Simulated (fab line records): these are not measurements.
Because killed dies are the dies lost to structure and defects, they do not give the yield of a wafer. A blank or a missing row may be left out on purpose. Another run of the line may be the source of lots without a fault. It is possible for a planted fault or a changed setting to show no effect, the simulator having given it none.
fab line records | flow sky130
record: lots: 12 | wafers: 35 | last_day: 50
route steps=708 shown VIA2@528 VIA3@574 METAL4@632 PAD_OPEN@708
lots that met no fault: taken from a fault-free run of the same line
start_h: the number of hours between the record's first day and the start of the first shown wafer of the lot | wait_h: time in hours since the lot's previous step | " as in the row above | L1.1+2: a row that stands for several wafers | - value missing, or start not given | * or withheld: withheld | < > ~ a bound
route shown NAME@n: names a module that has steps shown in the file, with the first one's number in the route | usual: average and standard deviation across the fault-free wafers | same: alike in all rows | chamber/n: place in a boat | sites: readings site by site | _std_site: the values' standard deviation | _edge_site: the outer-site mean with the inner-site mean subtracted | radius_mm: how far each site lies from the wafer's centre | mask NAME#n: copy n | behind: the most recent tool/chamber to have shaped the wafer | hold: why the lot was held/for how many hours/how that ended | device: which transistor (n, p or np) failed to switch | end of line: the route-end tests of the same wafers | a step with no rows: only its recipe | killed: dies lost to structure and defects at the first sort, not the wafer's yield | map: a wafer's dies, x killed, . not, _ none there
set.NAME: the setting the step ran with; set.NAME@STEP: the setting that earlier step ran with | model.NAME: the simulator's own value behind a step, which no gauge read
the route's steps for a sample of lots (tables are steps, rows are wafers)
services: the hour from which a tool's chamber was out of use, counted from the record's first day as start_h (under 0 if before that day), plus the number of hours and why
== steps ==
step: SKY_VIA2_CVD_21
recipe: material: W | target_thk_nm: 420 | time_s: 126.4 | temp_c: 400 | pressure_torr: 40
usual: heater_power_w: 908/92
same: time_s: 126.4
lot.wafer | tool     | chamber | start_h | wait_h | heater_power_w | since_wet_clean_h
L133.2    | cvd_w-01 | 1       | 863.56  | 0.0    | 820            | 460
L133.4    | "        | 1       | "       | "      | 829            | -
L133.6    | "        | 0       | "       | "      | 936            | -
L134.2    | cvd_w-01 | 0       | 880.70  | 0.0    | 946            | 477
L134.3    | "        | 0       | "       | "      | 956            | -
L134.4    | "        | 1       | "       | "      | 809            | -
L136.3    | cvd_w-01 | 1       | 900.02  | 0.1    | 851            | -
L136.4    | "        | 0       | "       | "      | 936            | -
L136.6    | "        | 1       | "       | "      | 835            | -
L135.4    | cvd_w-02 | 1       | 901.05  | 0.1    | 1073           | -
L135.5    | "        | 0       | "       | "      | 885            | -
L135.6    | "        | 1       | "       | "      | 1082           | -
L137.2    | cvd_w-01 | 0       | 907.09  | 0.0    | 909            | 503
L137.3    | "        | 0       | "       | "      | 934            | -
L137.5    | "        | 0       | "       | "      | 959            | -
L138.2    | cvd_w-01 | 1       | 908.74  | 0.0    | 838            | 505
L138.4    | "        | 0       | "       | "      | 924            | -
L138.6    | "        | 0       | "       | "      | 935            | -
L141.3    | cvd_w-02 | 0       | 934.21  | 0.1    | 817            | -
L141.4    | "        | 1       | "       | "      | 1014           | -
L141.6    | "        | 1       | "       | "      | 1016           | -
L142.2    | cvd_w-01 | 1       | 939.26  | 0.1    | 823            | -
L142.5    | "        | 1       | "       | "      | 837            | -
L142.6    | "        | 1       | "       | "      | 823            | -
L145.4    | cvd_w-01 | 1       | 956.67  | 0.1    | 810            | -
L145.6    | "        | 1       | "       | "      | 808            | -
L149.3    | cvd_w-01 | 0       | 983.03  | 0.1    | 955            | -
L149.5    | "        | 0       | "       | "      | 965            | -
L149.6    | "        | 1       | "       | "      | 839            | -
L150.2    | cvd_w-02 | 1       | 991.75  | 0.0    | 999            | 74
L150.3    | "        | 1       | "       | "      | 1002           | -
L150.4    | "        | 0       | "       | "      | 820            | -
L153.3    | cvd_w-02 | 1       | 1004.77 | 0.1    | 1051           | -
L153.4    | "        | 0       | "       | "      | 798            | -
L153.5    | "        | 1       | "       | "      | 1027           | -
step: SKY_VIA3_THK_MEAS_01
recipe: reads: SiO2_of_VIA3_HDPCVD_00
usual: VIA3_HDPCVD_THK: 1625/19
lot.wafer | tool          | chamber | start_h | wait_h | VIA3_HDPCVD_THK[nm]
L133.2    | film_metro-04 | -       | 916.85  | 0.1    | 1646
L133.4    | "             | -       | "       | "      | 1614
L133.6    | "             | -       | "       | "      | 1641
L134.2    | film_metro-01 | -       | 932.60  | 0.1    | 1597
L134.3    | "             | -       | "       | "      | 1610
L134.4    | "             | -       | "       | "      | 1626
L136.3    | film_metro-01 | -       | 951.30  | 0.1    | 1608
L136.4    | "             | -       | "       | "      | 1614
L136.6    | "             | -       | "       | "      | 1613
L135.4    | film_metro-02 | -       | 952.62  | 0.0    | 1646
L135.5    | "             | -       | "       | "      | 1635
L135.6    | "             | -       | "       | "      | 1633
L137.2    | film_metro-04 | -       | 958.91  | 0.1    | 1656
L137.3    | "             | -       | "       | "      | 1653
L137.5    | "             | -       | "       | "      | 1641
L138.2    | film_metro-01 | -       | 960.38  | 0.1    | 1641
L138.4    | "             | -       | "       | "      | 1659
L138.6    | "             | -       | "       | "      | 1632
L141.3    | film_metro-01 | -       | 985.51  | 0.1    | 1641
L141.4    | "             | -       | "       | "      | 1635
L141.6    | "             | -       | "       | "      | 1604
L142.2    | film_metro-04 | -       | 991.64  | 0.1    | 1614
L142.5    | "             | -       | "       | "      | 1631
L142.6    | "             | -       | "       | "      | 1624
L145.4    | film_metro-04 | -       | 1005.97 | 0.0    | 1621
L145.6    | "             | -       | "       | "      | 1602
L149.3    | film_metro-02 | -       | 1030.91 | 0.1    | 1640
L149.5    | "             | -       | "       | "      | 1610
L149.6    | "             | -       | "       | "      | 1632
L150.2    | film_metro-02 | -       | 1039.37 | 0.1    | 1613
L150.3    | "             | -       | "       | "      | 1622
L150.4    | "             | -       | "       | "      | 1618
L153.3    | film_metro-04 | -       | 1051.25 | 0.1    | 1621
L153.4    | "             | -       | "       | "      | 1628
L153.5    | "             | -       | "       | "      | 1620
step: SKY_VIA3_THK_MEAS_23
recipe: thk_meas_gauge: xrf | reads: W_of_VIA3_CVD_21
usual: VIA3_W_THK: 377/8.5
lot.wafer | tool          | chamber | start_h | wait_h | VIA3_W_THK[nm]
L133.2    | film_metro-01 | -       | 944.02  | 0.1    | 371
L133.4    | "             | -       | "       | "      | 378
L133.6    | "             | -       | "       | "      | 373
L134.2    | film_metro-04 | -       | 957.86  | 0.1    | 378
L134.3    | "             | -       | "       | "      | 378
L134.4    | "             | -       | "       | "      | 370
L136.3    | film_metro-02 | -       | 977.10  | 0.1    | 370
L136.4    | "             | -       | "       | "      | 384
L136.6    | "             | -       | "       | "      | 372
L135.4    | film_metro-02 | -       | 978.06  | 0.1    | 373
L135.5    | "             | -       | "       | "      | 372
L135.6    | "             | -       | "       | "      | 369
L137.2    | film_metro-02 | -       | 984.58  | 0.1    | 394
L137.3    | "             | -       | "       | "      | 388
L137.5    | "             | -       | "       | "      | 383
L138.2    | film_metro-01 | -       | 986.48  | 0.1    | 392
L138.4    | "             | -       | "       | "      | 389
L138.6    | "             | -       | "       | "      | 389
L141.3    | film_metro-04 | -       | 1010.42 | 0.1    | 371
L141.4    | "             | -       | "       | "      | 377
L141.6    | "             | -       | "       | "      | 374
L142.2    | film_metro-04 | -       | 1016.56 | 0.1    | 377
L142.5    | "             | -       | "       | "      | 376
L142.6    | "             | -       | "       | "      | 371
L145.4    | film_metro-04 | -       | 1030.48 | 0.1    | 362
L145.6    | "             | -       | "       | "      | 364
L149.3    | film_metro-04 | -       | 1052.99 | 0.1    | 365
L149.5    | "             | -       | "       | "      | 374
L149.6    | "             | -       | "       | "      | 368
L150.2    | film_metro-01 | -       | 1061.59 | 0.1    | 393
L150.3    | "             | -       | "       | "      | 392
L150.4    | "             | -       | "       | "      | 384
L153.3    | film_metro-04 | -       | 1072.81 | 0.1    | 363
L153.4    | "             | -       | "       | "      | 369
L153.5    | "             | -       | "       | "      | 360
step: SKY_METAL4_ETCH_16
recipe: chemistry: N2/H2 | target: BARC | ion_energy_ev: 200 | bias_w: 100 | pressure_mtorr: 30 | n2_flow_sccm: 100 | h2_flow_sccm: 200 | icp_w: 500 | stop_on: SiO2 | time_s: 88.2 | target_depth_a: 600
usual: drypump_motor_current_A: 5.6/0.6 | oes_product_au: 0.625/0.0046 | rf_fwd_power_W: 496.9/2.1 | throttle_valve_pct: 13.205/0.0096
same: time_s: 88.2
lot.wafer | tool         | chamber | start_h | wait_h | drypump_motor_current_A | oes_product_au | rf_fwd_power_W | rf_hours_counter_h | throttle_valve_pct
L133.2    | rie_metal-02 | 1       | 993.45  | 0.0    | 6.1                     | 0.628          | 495.2          | 5                  | 13.195
L133.4    | "            | 0       | "       | "      | 5.5                     | 0.620          | 498.1          | -                  | 13.207
L133.6    | "            | 1       | "       | "      | 6.1                     | 0.631          | 496.9          | -                  | 13.207
L134.2    | rie_metal-04 | 1       | 1006.85 | 0.0    | 5.6                     | 0.617          | 498.5          | 7                  | 13.191
L134.3    | "            | 0       | "       | "      | 4.7                     | 0.632          | 497.0          | -                  | 13.192
L134.4    | "            | 1       | "       | "      | 5.7                     | 0.628          | 495.8          | -                  | 13.204
L136.3    | rie_metal-04 | 0       | 1024.42 | 0.0    | 4.6                     | 0.625          | 494.7          | -                  | 13.214
L136.4    | "            | 1       | "       | "      | 5.7                     | 0.626          | 498.8          | -                  | 13.199
L136.6    | "            | 1       | "       | "      | 5.7                     | 0.628          | 495.2          | -                  | 13.198
L135.4    | rie_metal-02 | 0       | 1026.46 | 0.0    | 5.5                     | 0.625          | 496.7          | -                  | 13.214
L135.5    | "            | 0       | "       | "      | 5.5                     | 0.627          | 495.7          | -                  | 13.205
L135.6    | "            | 1       | "       | "      | 6.1                     | 0.621          | 498.4          | -                  | 13.210
L137.2    | rie_metal-04 | 0       | 1030.98 | 0.0    | 4.6                     | 0.623          | 496.9          | 20                 | 13.212
L137.3    | "            | 0       | "       | "      | 4.6                     | 0.627          | 496.6          | -                  | 13.186
L137.5    | "            | 0       | "       | "      | 4.7                     | 0.626          | 495.1          | -                  | 13.193
L138.2    | rie_metal-03 | 1       | 1033.26 | 0.0    | 6.4                     | 0.620          | 497.5          | 17                 | 13.224
L138.4    | "            | 0       | "       | "      | 6.1                     | 0.634          | 498.6          | -                  | 13.209
L138.6    | "            | 0       | "       | "      | 6.0                     | 0.628          | 498.5          | -                  | 13.199
L141.3    | rie_metal-03 | 0       | 1055.82 | 0.0    | 6.1                     | 0.633          | 496.7          | -                  | 13.207
L141.4    | "            | 1       | "       | "      | 6.4                     | 0.623          | 494.8          | -                  | 13.220
L141.6    | "            | 1       | "       | "      | 6.4                     | 0.625          | 495.9          | -                  | 13.199
L142.2    | rie_metal-03 | 0       | 1060.78 | 0.0    | 6.1                     | 0.621          | 497.2          | 18                 | 13.205
L142.5    | "            | 0       | "       | "      | 6.1                     | 0.625          | 497.1          | -                  | 13.211
L142.6    | "            | 1       | "       | "      | 6.4                     | 0.623          | 492.7          | -                  | 13.206
L145.4    | rie_metal-04 | 1       | 1072.46 | 0.0    | 5.6                     | 0.625          | 495.8          | -                  | 13.201
L145.6    | "            | 0       | "       | "      | 4.7                     | 0.631          | 495.3          | -                  | 13.198
L149.3    | rie_metal-02 | 0       | 1094.76 | 0.0    | 5.5                     | 0.629          | 500.1          | -                  | 13.200
L149.5    | "            | 0       | "       | "      | 5.5                     | 0.632          | 498.7          | -                  | 13.201
L149.6    | "            | 1       | "       | "      | 6.1                     | 0.626          | 498.5          | -                  | 13.193
L150.2    | rie_metal-04 | 1       | 1104.63 | 0.0    | 5.7                     | 0.622          | 492.5          | 12                 | 13.223
L150.3    | "            | 0       | "       | "      | 4.6                     | 0.626          | 498.8          | -                  | 13.195
L150.4    | "            | 1       | "       | "      | 5.7                     | 0.630          | 493.2          | -                  | 13.204
L153.3    | rie_metal-04 | 0       | 1114.22 | 0.0    | 4.7                     | 0.630          | 497.0          | -                  | 13.199
L153.4    | "            | 1       | "       | "      | 5.6                     | 0.626          | 495.5          | -                  | 13.202
L153.5    | "            | 0       | "       | "      | 4.7                     | 0.624          | 494.5          | -                  | 13.213
step: SKY_PAD_OPEN_PROBE_99
usual: defect_limited_yield: 82.7/1.9 | killed_at_M0_to_M3: 43/6.8 | killed_at_M4_up: 2.9/1.7 | killed_at_contacts: 24/5.4 | killed_at_front_end: 15/4.8 | killed_at_other: 0.3/0.57 | killed_dies: 85/9.4 | killed_open: 47/7.5 | killed_short: 38/5.7 | sort_bin_3_pad_short: 0.8/0.37 | sort_bin_5_function: 10.2/1.5 | sort_bin_6_memory: 6.2/1.1 | sort_n_pass: 407/9.4 | sort_yield_pct: 82.7/1.9
same: gross_dies: 492 | killed_at_back_side: 0 | sort_bin_4_leakage[%]: 0 | sort_bin_8_speed[%]: 0
lot.wafer | tool      | chamber | start_h | wait_h | defect_limited_yield[%] | killed_at_M0_to_M3 | killed_at_M4_up | killed_at_contacts | killed_at_front_end | killed_at_other | killed_dies | killed_open | killed_short | sort_bin_3_pad_short[%] | sort_bin_5_function[%] | sort_bin_6_memory[%] | sort_n_pass | sort_yield_pct[%]
L142.2    | prober-01 | -       | 1147.90 | 0.1    | 83.1                    | 34                 | 4               | 23                 | 22                  | 0               | 83          | 47          | 36           | 0.6                     | 9.1                    | 7.1                  | 409         | 83.1
L142.5    | prober-01 | -       | 1148.05 | 0.2    | 83.3                    | 48                 | 2               | 21                 | 11                  | 0               | 82          | 39          | 43           | 1.2                     | 10.6                   | 4.9                  | 410         | 83.3
L142.6    | prober-01 | -       | 1148.10 | 0.2    | 80.7                    | 50                 | 3               | 31                 | 11                  | 0               | 95          | 53          | 42           | 1.0                     | 11.8                   | 6.5                  | 397         | 80.7
L145.4    | prober-02 | -       | 1155.38 | 0.2    | 74.6                    | 90                 | 3               | 24                 | 8                   | 0               | 125         | 40          | 31           | 2.8                     | 17.5                   | 5.1                  | 367         | 74.6
L145.6    | prober-02 | -       | 1155.48 | 0.2    | 70.5                    | 103                | 4               | 30                 | 8                   | 0               | 145         | 46          | 34           | 4.3                     | 17.3                   | 7.9                  | 347         | 70.5
L149.3    | prober-02 | -       | 1173.32 | 0.2    | 83.9                    | 56                 | 1               | 17                 | 5                   | 0               | 79          | 27          | 25           | 1.6                     | 10.4                   | 4.1                  | 413         | 83.9
L149.5    | prober-02 | -       | 1173.42 | 0.2    | 81.5                    | 65                 | 5               | 12                 | 8                   | 1               | 91          | 30          | 34           | 2.2                     | 11.2                   | 5.1                  | 401         | 81.5
L149.6    | prober-02 | -       | 1173.47 | 0.2    | 74.2                    | 94                 | 3               | 21                 | 8                   | 1               | 127         | 42          | 28           | 3.3                     | 17.1                   | 5.5                  | 365         | 74.2
killed by level:class
L142.2 VIA1:geometric_particle:open=8 LI_CONTACT:geometric_particle:open=7 CONTACT:geometric_particle:open=7 FIELD_ISO:geometric_particle:open=6 POLY_GATE:geometric_particle:open=6 METAL2:geometric_particle:short=6 VIA3:geometric_particle:open=6 FIELD_ISO:geometric_particle:short=5
L142.5 METAL2:geometric_particle:short=10 CONTACT:geometric_particle:open=8 VIA2:geometric_particle:open=8 VIA1:geometric_particle:open=7 VIA3:geometric_particle:open=6 CONTACT:geometric_particle:short=6 VIA3:geometric_particle:short=5 POLY_GATE:geometric_particle:short=4
L142.6 CONTACT:geometric_particle:open=10 LI_CONTACT:geometric_particle:open=9 VIA1:geometric_particle:open=8 VIA2:geometric_particle:open=7 VIA3:geometric_particle:open=7 LOCAL_INTERCONNECT:geometric_particle:short=6 FIELD_ISO:geometric_particle:open=4 METAL3:geometric_particle:short=4
L145.4 VIA2:unspecified=54 CONTACT:geometric_particle:open=10 VIA1:geometric_particle:open=7 METAL2:geometric_particle:short=6 LOCAL_INTERCONNECT:geometric_particle:short=5 METAL1:geometric_particle:short=5 VIA2:geometric_particle:open=5 LI_CONTACT:geometric_particle:open=4
L145.6 VIA2:unspecified=65 LI_CONTACT:geometric_particle:open=9 VIA3:geometric_particle:open=8 CONTACT:geometric_particle:open=8 VIA2:geometric_particle:open=8 CONTACT:geometric_particle:short=6 VIA1:geometric_particle:open=6 LOCAL_INTERCONNECT:geometric_particle:short=4
L149.3 VIA2:unspecified=27 VIA1:geometric_particle:open=6 CONTACT:geometric_particle:open=6 VIA3:geometric_particle:open=5 LI_CONTACT:geometric_particle:short=4 LI_CONTACT:geometric_particle:open=4 METAL1:geometric_particle:short=3 VIA1:geometric_particle:short=3
L149.5 VIA2:unspecified=27 VIA1:geometric_particle:open=13 METAL3:geometric_particle:short=5 METAL4:geometric_particle:short=5 LOCAL_INTERCONNECT:geometric_particle:short=4 CONTACT:geometric_particle:open=4 METAL2:geometric_particle:short=4 POLY_GATE:geometric_particle:open=3
L149.6 VIA2:unspecified=57 CONTACT:geometric_particle:open=11 VIA1:geometric_particle:open=9 VIA2:geometric_particle:open=7 VIA3:geometric_particle:open=6 LI_CONTACT:geometric_particle:open=4 VIA3:geometric_particle:short=4 LOCAL_INTERCONNECT:geometric_particle:short=4
== services ==
tool         | chamber | start_h | hours | kind
rie_metal-04 | 1       | 853.84  | -     | clean
rie_metal-04 | 1       | 853.84  | 27.2  | scheduled_down
rie_metal-04 | 1       | 853.84  | 27.2  | vent_cycle
cvd_w-02     | -       | 870.99  | 1.2   | repair
rie_metal-04 | -       | 878.12  | 0.5   | repair
rie_metal-02 | 1       | 884.07  | -     | clean
rie_metal-02 | 1       | 884.07  | 21.5  | scheduled_down
rie_metal-02 | 1       | 884.07  | 21.5  | vent_cycle
cvd_w-02     | -       | 904.00  | 14.0  | pm
cvd_w-02     | 0       | 904.00  | 14.0  | vent_cycle
cvd_w-02     | 1       | 904.00  | 14.0  | vent_cycle
cvd_w-01     | -       | 904.81  | 1.4   | repair
cvd_w-01     | -       | 909.97  | 0.6   | repair
cvd_w-02     | 0       | 918.00  | -     | clean
cvd_w-02     | 1       | 918.00  | -     | clean
cvd_w-01     | 0       | 938.88  | 2.7   | repair
cvd_w-02     | 1       | 980.14  | 9.8   | repair
rie_metal-02 | 0       | 982.48  | 9.1   | repair
rie_metal-04 | -       | 1066.26 | 0.5   | repair
cvd_w-01     | -       | 1075.74 | 14.6  | pm
cvd_w-02     | -       | 1113.41 | 1.2   | repair
== key ==
first_sign: step: SKY_PAD_OPEN_PROBE_99 | reading: killed_at_M0_to_M3 | direction: up | sigmas: 5.7 | usual: 43 | struck: 82
effect: step: SKY_PAD_OPEN_PROBE_99 | reading: sort_bin_3_pad_short | direction: up | sigmas: 5.5 | usual: 0.8 | struck: 2.8
met_at SKY_VIA2_CVD_21
struck_lots L145,L149
not_acting_at SKY_VIA3_THK_MEAS_01,SKY_VIA3_THK_MEAS_23,SKY_METAL4_ETCH_16
onset_between 939.26 956.67
fault: kind: chamber_particle_source | tool: cvd_w-01 | chamber: - | onset_h: 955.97 | steps: SKY_VIA2_CVD_21 | rate_per_visit_cm2: 1.0254 | end_h: 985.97
